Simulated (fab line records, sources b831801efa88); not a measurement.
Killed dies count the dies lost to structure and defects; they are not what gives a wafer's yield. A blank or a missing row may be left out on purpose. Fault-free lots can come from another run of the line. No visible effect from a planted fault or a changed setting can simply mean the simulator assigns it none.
fab line records ; flow sky130
[record] lots = 6; wafers = 18; last-day = 50
route steps=708 shown CAP2M@604 PAD_OPEN@708
lots untouched by any fault: they come from a run of this same line in which no faults occurred
start-h: hours from the record's opening day to when the first of the lot's shown wafers began ; wait-h: how many hours have passed since the lot's step before this one ; " same as the row above ; L1.1+2: one row covering several wafers at once ; - no value, or no start given ; * or withheld: withheld ; < > ~ a bound
route shown NAME@n: names a module that has steps shown in the file, with the first one's number in the route ; usual: mean and standard deviation over wafers with no fault ; same: alike in all rows ; chamber/n: place in a boat ; sites: per-site readings ; _std_site: standard deviation of those values ; _edge_site: outer sites' mean less inner sites' ; radius-mm: for every site, how far away it sits from the centre of the wafer ; mask NAME#n: copy n ; behind: the most recent tool/chamber to have shaped the wafer ; hold: reason for holding the lot/hours on hold/outcome of the hold ; device: which transistor (n, p or np) failed to switch ; end of line: at the end of the route, the tests of the same wafers ; a step without rows: its recipe alone ; killed: dies lost to structure and defects at the first sort, not the wafer's yield ; map: dies across one wafer; x = killed, . = not, _ = none there
set.NAME: setting as actually run; set.NAME@STEP: the setting as run at that earlier step ; model.NAME: the simulator's own value behind a step, which no gauge read
a table for each step, a row for each wafer; lots at some steps of the route
services: from which hour (start-h, from the record's first day; less than 0 if before it) a tool's chamber was out of use, for how many hours, and why
[[steps]]
[step SKY_CAP2M_THK_MEAS_01]
[recipe] reads = SiO2_of_CAP2M_CVD_00
[usual] CAP2M_CVD_00_THK = 15.49/0.22
lot.wafer;tool;chamber;start-h;wait-h;CAP2M_CVD_00_THK[nm]
L487.1;film-metro-01;-;1001.55;-;15.59
L487.2;film-metro-01;-;1001.55;-;15.44
L487.5;film-metro-01;-;1001.55;-;15.64
L492.1;film-metro-04;-;1023.25;-;15.48
L492.3;film-metro-04;-;1023.25;-;15.07
L492.5;film-metro-04;-;1023.25;-;15.31
L493.1;film-metro-04;-;1034.48;-;15.23
L493.2;film-metro-04;-;1034.48;-;15.63
L493.5;film-metro-04;-;1034.48;-;15.92
L499.1;film-metro-02;-;1067.18;-;14.88
L499.2;film-metro-02;-;1067.18;-;15.32
L499.5;film-metro-02;-;1067.18;-;15.33
L501.3;film-metro-01;-;1079.47;-;15.67
L501.4;film-metro-01;-;1079.47;-;15.61
L501.6;film-metro-01;-;1079.47;-;15.38
L500.2;film-metro-02;-;1080.59;-;15.27
L500.3;film-metro-02;-;1080.59;-;15.47
L500.5;film-metro-02;-;1080.59;-;15.74
[step SKY_CAP2M_SPUTTER_02]
[recipe] material = TiN; target-thk-nm = 200; temp-c = 300; power-w = 6500; time-s = 166.7; chamber-pressure-pa = 0.4
[usual] chamber-pressure-pa = 0.4000/0.00077; throttle-valve-pct = 30.1/1.3
lot.wafer;tool;chamber;start-h;wait-h;chamber-pressure-pa;throttle-valve-pct
L487.1;pvd-sputter-01;-;1001.61;0.1;0.4009;31.0
L487.2;pvd-sputter-01;-;1001.61;0.1;0.4003;31.1
L487.5;pvd-sputter-01;-;1001.61;0.1;0.4003;31.2
L492.1;pvd-sputter-04;-;1023.31;0.1;0.3999;29.6
L492.3;pvd-sputter-04;-;1023.31;0.1;0.4015;27.2
L492.5;pvd-sputter-04;-;1023.31;0.1;0.3993;28.9
L493.1;pvd-sputter-04;-;1034.54;0.1;0.4003;27.4
L493.2;pvd-sputter-04;-;1034.54;0.1;0.3999;29.5
L493.5;pvd-sputter-04;-;1034.54;0.1;0.4003;32.5
L499.1;pvd-sputter-01;-;1067.24;0.1;0.4000;31.1
L499.2;pvd-sputter-01;-;1067.24;0.1;0.4009;31.0
L499.5;pvd-sputter-01;-;1067.24;0.1;0.3991;31.2
L501.3;pvd-sputter-01;-;1079.51;0.0;0.3994;31.1
L501.4;pvd-sputter-01;-;1079.51;0.0;0.4003;30.9
L501.6;pvd-sputter-01;-;1079.51;0.0;0.4003;29.6
L500.2;pvd-sputter-01;-;1080.64;0.0;0.3998;29.7
L500.3;pvd-sputter-01;-;1080.64;0.0;0.4002;31.2
L500.5;pvd-sputter-01;-;1080.64;0.0;0.4005;29.7
[step SKY_CAP2M_RS_MEAS_03]
[recipe] thk-meas-gauge = four-point-probe; reads = TiN_of_CAP2M_SPUTTER_02
[usual] CAP2M_TIN_RS = 6.95/0.081
lot.wafer;tool;chamber;start-h;wait-h;CAP2M_TIN_RS[ohm/sq]
L487.1;film-metro-01;-;1001.72;0.1;6.96
L487.2;film-metro-01;-;1001.72;0.1;7.01
L487.5;film-metro-01;-;1001.72;0.1;6.92
L492.1;film-metro-02;-;1023.42;0.1;6.93
L492.3;film-metro-02;-;1023.42;0.1;6.96
L492.5;film-metro-02;-;1023.42;0.1;6.87
L493.1;film-metro-01;-;1034.65;0.1;7.00
L493.2;film-metro-01;-;1034.65;0.1;7.05
L493.5;film-metro-01;-;1034.65;0.1;6.94
L499.1;film-metro-01;-;1067.35;0.1;7.00
L499.2;film-metro-01;-;1067.35;0.1;7.03
L499.5;film-metro-01;-;1067.35;0.1;7.09
L501.3;film-metro-02;-;1079.66;0.1;7.05
L501.4;film-metro-02;-;1079.66;0.1;7.15
L501.6;film-metro-02;-;1079.66;0.1;6.99
L500.2;film-metro-01;-;1080.77;0.1;6.88
L500.3;film-metro-01;-;1080.77;0.1;6.89
L500.5;film-metro-01;-;1080.77;0.1;6.90
[step SKY_CAP2M_THK_MEAS_04]
[recipe] thk-meas-gauge = xrf; reads = TiN_of_CAP2M_SPUTTER_02
[usual] CAP2M_TIN_THK = 197.3/2.4
lot.wafer;tool;chamber;start-h;wait-h;CAP2M_TIN_THK[nm]
L487.1;film-metro-01;-;1001.84;0.1;198.7
L487.2;film-metro-01;-;1001.84;0.1;197.8
L487.5;film-metro-01;-;1001.84;0.1;200.3
L492.1;film-metro-02;-;1023.54;0.1;195.3
L492.3;film-metro-02;-;1023.54;0.1;194.3
L492.5;film-metro-02;-;1023.54;0.1;197.5
L493.1;film-metro-01;-;1034.77;0.1;196.1
L493.2;film-metro-01;-;1034.77;0.1;192.9
L493.5;film-metro-01;-;1034.77;0.1;195.0
L499.1;film-metro-01;-;1067.47;0.1;195.8
L499.2;film-metro-01;-;1067.47;0.1;194.1
L499.5;film-metro-01;-;1067.47;0.1;193.6
L501.3;film-metro-02;-;1079.76;0.1;193.0
L501.4;film-metro-02;-;1079.76;0.1;189.8
L501.6;film-metro-02;-;1079.76;0.1;194.3
L500.2;film-metro-01;-;1080.88;0.1;198.0
L500.3;film-metro-01;-;1080.88;0.1;197.3
L500.5;film-metro-01;-;1080.88;0.1;198.3
[step SKY_CAP2M_DEHYDRATE_05]
[recipe] temp-c = 200; time-s = 60
[step SKY_CAP2M_HMDS_06]
[recipe] prime-time-s = 60; prime-temp-c = 120
[step SKY_CAP2M_COAT_07]
[recipe] resist = NOVOLAK; spin-rpm = 3000; resist-thk-nm = 1140
[step SKY_CAP2M_SOFTBAKE_08]
[recipe] temp-c = 90; time-s = 60; resist = NOVOLAK
[step SKY_CAP2M_EXPOSE_09]
[recipe] mask-id = CAP2M; na = 0.6; source-shape = conventional; sigma-outer = 0.6; polarization = unpolarized; target-cd-nm = 1000; dose-mj = 159
[step SKY_CAP2M_PEB_10]
[recipe] temp-c = withheld; time-s = *; resist = NOVOLAK
[step SKY_CAP2M_DEVELOP_11]
[recipe] resist = NOVOLAK; developer = TMAH; develop-time-s = 60; dev-temp-c = 23
[step SKY_CAP2M_OVL_MEAS_12]
[usual] CAP2M_OVL = -0.3/1.4
lot.wafer;tool;chamber;start-h;wait-h;CAP2M_OVL[nm]
L487.1;overlay-01;-;1024.39;0.1;0.1
L487.2;overlay-01;-;1024.39;0.1;-1.3
L487.5;overlay-01;-;1024.39;0.1;-1.6
L492.1;overlay-02;-;1045.20;0.1;-1.7
L492.3;overlay-02;-;1045.20;0.1;-1.8
L492.5;overlay-02;-;1045.20;0.1;-1.2
L493.1;overlay-01;-;1056.34;0.1;0.8
L493.2;overlay-01;-;1056.34;0.1;0.7
L493.5;overlay-01;-;1056.34;0.1;-1.0
L499.1;overlay-01;-;1087.94;0.1;-1.9
L499.2;overlay-01;-;1087.94;0.1;0.2
L499.5;overlay-01;-;1087.94;0.1;-1.2
L501.3;overlay-02;-;1100.06;0.1;-4.2
L501.4;overlay-02;-;1100.06;0.1;-1.8
L501.6;overlay-02;-;1100.06;0.1;-1.8
L500.2;overlay-02;-;1101.39;0.1;0.0
L500.3;overlay-02;-;1101.39;0.1;0.4
L500.5;overlay-02;-;1101.39;0.1;0.6
[step SKY_CAP2M_METAL_ETCH_13]
[recipe] target-depth-nm = 220; stop-on = SiO2; chemistry = Cl2/BCl3; target = TiN; pressure-mtorr = 10; icp-w = 900; bias-w = 48.5; Cl2_flow_sccm = 60; bcl3-flow-sccm = 30; time-s = 62.9
[usual] drypump-motor-current-A = 5.6/0.53; oes-product-au = 0.937/0.0082; rf-fwd-power-W = 892/3.7; run-length-s = 91.5/0.78; throttle-valve-pct = 21.904/0.01
lot.wafer;tool;chamber;start-h;wait-h;drypump-motor-current-A;oes-product-au;rf-fwd-power-W;rf-hours-counter-h;run-length-s;throttle-valve-pct;model.NOVOLAK_of_CAP2M_COAT_07.thk-nm
L487.1;rie-metal-03;0;1024.43;0.0;5.8;0.992;-;11;87.3;21.866;999.9
L487.2;rie-metal-03;1;1024.43;0.0;5.5;0.985;-;9;88.3;21.896;1004
L487.5;rie-metal-03;0;1024.43;0.0;5.8;0.992;-;-;87.1;21.868;1006
L492.1;rie-metal-03;0;1045.24;0.0;5.8;0.986;-;12;87.1;21.840;998.5
L492.3;rie-metal-03;0;1045.24;0.0;5.8;0.983;-;-;87.1;21.871;999.6
L492.5;rie-metal-03;1;1045.24;0.0;5.5;0.979;-;-;88.0;21.874;1003
L493.1;rie-metal-04;0;1056.38;0.0;5.0;0.930;895;15;91.4;21.913;992.3
L493.2;rie-metal-04;0;1056.38;0.0;5.0;0.922;896;-;91.4;21.916;989.7
L493.5;rie-metal-04;0;1056.38;0.0;5.0;0.942;896;-;91.4;21.915;989.2
L499.1;rie-metal-04;0;1087.98;0.0;5.0;0.934;896;18;91.4;21.903;991
L499.2;rie-metal-04;1;1087.98;0.0;6.2;0.925;893;1;90.7;21.902;993
L499.5;rie-metal-04;0;1087.98;0.0;5.0;0.926;895;-;91.3;21.916;991
L501.3;rie-metal-04;0;1100.11;0.0;4.9;0.935;891;-;91.8;21.904;995.8
L501.4;rie-metal-04;1;1100.11;0.0;6.2;0.922;891;-;90.5;21.910;994.6
L501.6;rie-metal-04;1;1100.11;0.0;6.2;0.928;893;-;91.1;21.914;997.7
L500.2;rie-metal-03;0;1101.42;0.0;5.7;0.949;889;16;90.6;21.909;994.8
L500.3;rie-metal-03;0;1101.42;0.0;5.7;0.941;887;-;90.6;21.914;992.9
L500.5;rie-metal-03;1;1101.42;0.0;5.5;0.930;886;-;92.1;21.901;1002
[step SKY_CAP2M_STRIP_14]
[recipe] chemistry = O2/N2; power-w = 1400; pressure-mtorr = 1500; platen-temp-c = withheld; o2-flow-sccm = 3000; n2-flow-sccm = 300; overash-fraction = 0.5
[usual] drypump-motor-current-A = 5.6/0.41; oes-product-au = 0.710/0.0042; strip-time-to-endpoint-s = 12.66/0.041
lot.wafer;tool;chamber;start-h;wait-h;drypump-motor-current-A;oes-product-au;rf-hours-counter-h;strip-time-to-endpoint-s
L487.1;plasma-asher-03;0;1024.51;0.1;5.6;0.711;120;12.72
L487.2;plasma-asher-03;1;1024.51;0.1;6.2;0.707;120;12.78
L487.5;plasma-asher-03;0;1024.51;0.1;5.7;0.709;-;12.80
L492.1;plasma-asher-02;1;1045.32;0.1;5.0;0.708;23;12.71
L492.3;plasma-asher-02;1;1045.32;0.1;5.0;0.715;-;12.72
L492.5;plasma-asher-02;0;1045.32;0.1;5.2;0.715;-;12.75
L493.1;plasma-asher-01;0;1056.53;0.1;5.8;0.707;93;12.64
L493.2;plasma-asher-01;1;1056.53;0.1;5.6;0.709;93;12.61
L493.5;plasma-asher-01;0;1056.53;0.1;5.8;0.703;-;12.60
L499.1;plasma-asher-03;0;1088.06;0.1;5.7;0.709;2;12.63
L499.2;plasma-asher-03;1;1088.06;0.1;6.2;0.717;2;12.65
L499.5;plasma-asher-03;0;1088.06;0.1;5.7;0.711;-;12.62
L501.3;plasma-asher-01;1;1100.20;0.1;5.7;0.712;-;12.69
L501.4;plasma-asher-01;0;1100.20;0.1;5.8;0.715;-;12.68
L501.6;plasma-asher-01;0;1100.20;0.1;5.8;0.702;-;12.70
L500.2;plasma-asher-02;0;1101.50;0.1;5.2;0.719;28;12.67
L500.3;plasma-asher-02;1;1101.50;0.1;4.9;0.708;-;12.64
L500.5;plasma-asher-02;1;1101.50;0.1;5.0;0.714;-;12.77
[step SKY_PAD_OPEN_PROBE_99]
[usual] defect-limited-yield = 82.3/2; killed_at_M0_to_M3 = 45/7.5; killed_at_M4_up = 3.2/1.8; killed-at-contacts = 24/4.9; killed-at-front-end = 15/4.4; killed-at-other = 0.3/0.54; killed-dies = 87/9.8; killed-open = 47/6.4; killed-short = 40/6.5; sort_bin_3_pad_short = 0.9/0.44; sort_bin_5_function = 10.5/1.5; sort_bin_6_memory = 6.3/1.2; sort-n-pass = 405/9.8; sort-yield-pct = 82.3/2
[same] gross-dies = 492; killed-at-back-side = 0; sort_bin_4_leakage[%] = 0; sort_bin_8_speed[%] = 0
lot.wafer;tool;chamber;start-h;wait-h;defect-limited-yield[%];killed_at_M0_to_M3;killed_at_M4_up;killed-at-contacts;killed-at-front-end;killed-at-other;killed-dies;killed-open;killed-short;sort_bin_3_pad_short[%];sort_bin_5_function[%];sort_bin_6_memory[%];sort-n-pass;sort-yield-pct[%]
L487.1;prober-01;-;1135.51;0.1;84.1;36;6;22;14;0;78;44;33;0;10.4;5.5;414;84.1
L487.2;prober-01;-;1135.56;0.1;82.5;44;6;26;10;0;86;50;33;1.0;8.9;7.5;406;82.5
L487.5;prober-01;-;1135.71;0.2;81.1;50;3;28;12;0;93;50;38;1.2;9.6;8.1;399;81.1
L492.1;prober-02;-;1153.64;0.1;81.1;57;7;14;15;0;93;48;45;1.2;11.6;6.1;399;81.1
L492.3;prober-02;-;1153.74;0.2;78.9;61;3;17;23;0;104;52;52;1.6;11.8;7.7;388;78.9
L492.5;prober-02;-;1153.84;0.2;81.3;56;2;21;13;0;92;58;34;0.8;11.0;6.9;400;81.3
L493.1;prober-01;-;1162.51;0.1;79.1;57;5;19;22;0;103;62;41;1.4;11.0;8.5;389;79.1
L493.2;prober-01;-;1162.56;0.1;81.7;47;7;21;15;0;90;47;42;0.8;11.2;6.3;402;81.7
L493.5;prober-01;-;1162.71;0.2;79.3;50;3;32;17;0;102;51;51;1.8;12.2;6.7;390;79.3
L499.1;prober-01;-;1189.19;0.1;83.7;44;0;21;15;0;80;46;34;0.8;9.1;6.3;412;83.7
L499.2;prober-01;-;1189.24;0.1;84.8;35;3;27;10;0;75;37;37;0.8;8.3;6.1;417;84.8
L499.5;prober-01;-;1189.39;0.2;85.2;28;4;29;12;0;73;42;31;0.8;9.1;4.9;419;85.2
L501.3;prober-02;-;1197.69;0.2;83.3;37;4;24;17;0;82;46;36;1.2;8.9;6.5;410;83.3
L501.4;prober-02;-;1197.74;0.2;83.1;39;2;29;12;1;83;46;37;0.6;11.2;5.1;409;83.1
L501.6;prober-02;-;1197.84;0.2;83.3;41;4;26;11;0;82;42;40;0.6;9.3;6.7;410;83.3
L500.2;prober-01;-;1198.41;0.1;81.3;46;3;25;18;0;92;45;47;0.6;10.8;7.3;400;81.3
L500.3;prober-01;-;1198.46;0.2;84.1;40;4;26;8;0;78;36;42;1.2;9.1;5.5;414;84.1
L500.5;prober-01;-;1198.56;0.2;80.7;53;3;19;20;0;95;49;46;0.4;12.6;6.3;397;80.7
// killed by level:class
L487.1 VIA1:geometric-particle:open=8 FIELD_ISO:geometric-particle:short=7 VIA3:geometric-particle:open=7 LI_CONTACT:geometric-particle:open=7 CONTACT:geometric-particle:open=6 VIA2:geometric-particle:open=6 VIA1:geometric-particle:short=5 FIELD_ISO:geometric-particle:open=4
L487.2 VIA1:geometric-particle:open=10 LI_CONTACT:geometric-particle:open=9 VIA2:geometric-particle:open=8 CONTACT:geometric-particle:open=7 METAL2:geometric-particle:short=7 VIA3:geometric-particle:open=7 CONTACT:geometric-particle:short=5 POLY_GATE:geometric-particle:open=4
L487.5 CONTACT:geometric-particle:open=14 VIA1:geometric-particle:open=11 VIA2:geometric-particle:open=8 VIA3:geometric-particle:short=7 LI_CONTACT:geometric-particle:open=5 VIA3:geometric-particle:open=5 LI_CONTACT:geometric-particle:short=4 LOCAL_INTERCONNECT:geometric-particle:short=4
L492.1 VIA1:geometric-particle:open=20 METAL1:geometric-particle:short=7 FIELD_ISO:geometric-particle:short=6 LI_CONTACT:geometric-particle:open=5 VIA2:geometric-particle:short=5 VIA3:geometric-particle:open=5 VIA1:geometric-particle:short=4 CONTACT:geometric-particle:open=4
L492.3 VIA1:geometric-particle:open=12 VIA3:geometric-particle:open=10 METAL1:geometric-particle:short=8 CONTACT:geometric-particle:open=8 SPACER:geometric-particle:short=7 VIA2:geometric-particle:open=7 VIA3:geometric-particle:short=5 VIA2:geometric-particle:short=5
L492.5 VIA1:geometric-particle:open=18 CONTACT:geometric-particle:open=9 LI_CONTACT:geometric-particle:open=8 VIA2:geometric-particle:short=7 METAL1:geometric-particle:short=6 VIA3:geometric-particle:open=5 POLY_GATE:geometric-particle:short=4 METAL2:geometric-particle:short=4
L493.1 VIA1:geometric-particle:open=16 FIELD_ISO:geometric-particle:open=7 FIELD_ISO:geometric-particle:short=7 VIA2:geometric-particle:open=7 LI_CONTACT:geometric-particle:open=6 CONTACT:geometric-particle:open=6 VIA1:geometric-particle:short=6 METAL1:geometric-particle:short=5
L493.2 VIA2:geometric-particle:open=8 CONTACT:geometric-particle:open=7 LI_CONTACT:geometric-particle:open=6 VIA1:geometric-particle:open=6 VIA3:geometric-particle:open=6 LI_CONTACT:geometric-particle:short=5 METAL2:geometric-particle:short=5 METAL1:geometric-particle:short=5
L493.5 CONTACT:geometric-particle:open=13 METAL1:geometric-particle:short=10 VIA1:geometric-particle:open=10 FIELD_ISO:geometric-particle:short=8 FIELD_ISO:geometric-particle:open=7 LOCAL_INTERCONNECT:geometric-particle:short=7 VIA3:geometric-particle:open=6 VIA1:geometric-particle:short=6
L499.1 CONTACT:geometric-particle:open=9 VIA3:geometric-particle:open=9 VIA1:geometric-particle:open=8 VIA2:geometric-particle:short=7 VIA1:geometric-particle:short=7 CONTACT:geometric-particle:short=5 FIELD_ISO:geometric-particle:open=4 LI_CONTACT:geometric-particle:open=4
L499.2 CONTACT:geometric-particle:open=13 METAL2:geometric-particle:short=8 VIA1:geometric-particle:open=7 CONTACT:geometric-particle:short=6 VIA2:geometric-particle:short=6 LI_CONTACT:geometric-particle:open=5 VIA3:geometric-particle:short=4 VIA3:geometric-particle:open=4
L499.5 LI_CONTACT:geometric-particle:open=9 CONTACT:geometric-particle:open=8 VIA1:geometric-particle:short=6 CONTACT:geometric-particle:short=6 VIA3:geometric-particle:open=5 VIA2:geometric-particle:open=5 FIELD_ISO:geometric-particle:short=4 VIA1:geometric-particle:open=4
L501.3 VIA1:geometric-particle:open=14 LI_CONTACT:geometric-particle:open=8 LOCAL_INTERCONNECT:geometric-particle:short=8 FIELD_ISO:geometric-particle:short=6 CONTACT:geometric-particle:open=6 POLY_GATE:geometric-particle:short=4 METAL1:geometric-particle:short=4 METAL2:geometric-particle:short=4
L501.4 CONTACT:geometric-particle:open=13 VIA1:geometric-particle:open=11 FIELD_ISO:geometric-particle:short=6 VIA3:geometric-particle:open=6 CONTACT:geometric-particle:short=5 LOCAL_INTERCONNECT:geometric-particle:short=5 LI_CONTACT:geometric-particle:short=4 METAL1:geometric-particle:short=4
L501.6 CONTACT:geometric-particle:open=13 METAL1:geometric-particle:short=8 VIA1:geometric-particle:open=7 LI_CONTACT:geometric-particle:open=6 METAL2:geometric-particle:short=6 VIA2:geometric-particle:open=6 FIELD_ISO:geometric-particle:short=5 FIELD_ISO:geometric-particle:open=4
L500.2 VIA1:geometric-particle:open=14 METAL2:geometric-particle:short=10 CONTACT:geometric-particle:open=7 LI_CONTACT:geometric-particle:open=6 LOCAL_INTERCONNECT:geometric-particle:short=6 METAL1:geometric-particle:short=6 FIELD_ISO:geometric-particle:open=5 FIELD_ISO:geometric-particle:short=4
L500.3 LI_CONTACT:geometric-particle:open=8 METAL1:geometric-particle:short=7 METAL2:geometric-particle:short=7 VIA1:geometric-particle:open=5 CONTACT:geometric-particle:short=5 CONTACT:geometric-particle:open=5 VIA2:geometric-particle:open=5 LI_CONTACT:geometric-particle:short=4
L500.5 FIELD_ISO:geometric-particle:short=11 VIA1:geometric-particle:open=11 METAL2:geometric-particle:short=8 VIA2:geometric-particle:open=8 VIA3:geometric-particle:open=6 LI_CONTACT:geometric-particle:open=6 CONTACT:geometric-particle:open=6 METAL1:geometric-particle:short=5
[[services]]
tool;chamber;start-h;hours;kind
plasma-asher-02;-;1016.98;9.5;repair
pvd-sputter-01;-;1031.02;10.1;repair
rie-metal-04;1;1044.15;-;clean
rie-metal-04;1;1044.15;31.1;scheduled-down
rie-metal-04;1;1044.15;31.1;vent-cycle
plasma-asher-03;-;1055.25;9.0;pm
plasma-asher-03;0;1055.25;9.0;vent-cycle
plasma-asher-03;1;1055.25;9.0;vent-cycle
plasma-asher-03;-;1056.17;1.4;repair
plasma-asher-03;0;1064.25;-;clean
plasma-asher-03;1;1064.25;-;clean
pvd-sputter-01;2;1064.77;-;consumable-replace:kit
pvd-sputter-01;2;1064.77;18.0;scheduled-down
pvd-sputter-01;2;1064.77;18.0;vent-cycle
pvd-sputter-04;0;1068.44;-;consumable-replace:kit
pvd-sputter-04;0;1068.44;18.0;scheduled-down
pvd-sputter-04;0;1068.44;18.0;vent-cycle
pvd-sputter-04;-;1070.35;13.2;repair
plasma-asher-02;-;1077.56;1.5;repair
pvd-sputter-01;-;1091.68;1.6;repair
[[key]]
[first-sign] step = SKY_CAP2M_METAL_ETCH_13; reading = oes-product-au; direction = up; sigmas = 6; usual = 0.937; struck = 0.986
[effect] step = SKY_CAP2M_METAL_ETCH_13; reading = run-length-s; direction = down; sigmas = 5.1; usual = *; struck = *
[model-effect] step = SKY_CAP2M_METAL_ETCH_13; value = NOVOLAK_of_CAP2M_COAT_07.thk-nm; without = 993.1; struck = 1002
met-at SKY_CAP2M_METAL_ETCH_13
struck-wafers L487.1,L487.2,L487.5,L492.1,L492.3,L492.5
[fault] kind = process-parameter-drift; tool = rie-metal-03; chamber = -; onset-h = 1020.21; steps = SKY_CAP2M_METAL_ETCH_13; channel = time-s; offset = *; shape = step; end-h = 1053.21; acts-in = *; stated = *
